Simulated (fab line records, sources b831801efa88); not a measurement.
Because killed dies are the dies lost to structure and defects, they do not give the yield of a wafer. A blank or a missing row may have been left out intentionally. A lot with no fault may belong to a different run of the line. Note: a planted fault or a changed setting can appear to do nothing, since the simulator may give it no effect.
The tool behind it: which one? || flow sky130 || Sampling: 6 lots, 18 wafers, 2 of 708 route steps

## WHAT THE GAUGES READ, wafer by wafer
SKY_SD_P_TW_MEAS_11.
{"lot": "L667", "measured": "day 26 19:54", "on": "filmMetro-04", "SD_P_TW": "2810 2822 2840"}
{"lot": "L670", "measured": "day 27 10:40", "on": "filmMetro-04", "SD_P_TW": "2806 2809 2802"}
{"lot": "L674", "measured": "day 28 21:33", "on": "filmMetro-02", "SD_P_TW": "2830 2832 2827"}
{"lot": "L676", "measured": "day 29 04:07", "on": "filmMetro-04", "SD_P_TW": "2834 2842 2834"}
{"lot": "L679", "measured": "day 30 18:21", "on": "filmMetro-03", "SD_P_TW": "2798 2796 2800"}
{"lot": "L689", "measured": "day 33 13:10", "on": "filmMetro-03", "SD_P_TW": "2781 2798 2815"}

## EACH LOT AND THE TOOL THAT RAN IT (in order: tool; ch and the chambers of the sampled wafers; start)
{"lot": "L667", "SKY_LDD_LDN_EXPOSE_04": "ilineStepper-02 ch 0, day 23 12:47"}
{"lot": "L670", "SKY_LDD_LDN_EXPOSE_04": "ilineStepper-01 ch 0, day 24 04:17"}
{"lot": "L674", "SKY_LDD_LDN_EXPOSE_04": "ilineStepper-02 ch 0, day 25 15:20"}
{"lot": "L676", "SKY_LDD_LDN_EXPOSE_04": "ilineStepper-02 ch 0, day 26 01:17"}
{"lot": "L679", "SKY_LDD_LDN_EXPOSE_04": "ilineStepper-02 ch 0, day 27 15:51"}
{"lot": "L689", "SKY_LDD_LDN_EXPOSE_04": "ilineStepper-01 ch 0, day 30 13:36"}
- SKY_LDD_LDN_EXPOSE_04: exposes mask LDNTM, target cd 700 nm.

## THE ANSWER, worked out from the rows above alone
Rule: usual is defined by the lots themselves. Put in order of their means at a reading, lots are off if they are a third of the lots or fewer, leave a main group of 4 or more, and stand apart from it by a gap of 3 or more times the standard deviation of the main group's means; of several such gaps the widest counts. Not used: any main group whose means are identical at the precision the tables above print for the reading. Also off: a lot with no number at a reading for which 4 or more lots have one. Any other lot the step has rows for is counted as sound.
No lot is off on any of the readings shown, so nothing can be concluded from this.

## WHAT THE SIMULATOR PUT IN
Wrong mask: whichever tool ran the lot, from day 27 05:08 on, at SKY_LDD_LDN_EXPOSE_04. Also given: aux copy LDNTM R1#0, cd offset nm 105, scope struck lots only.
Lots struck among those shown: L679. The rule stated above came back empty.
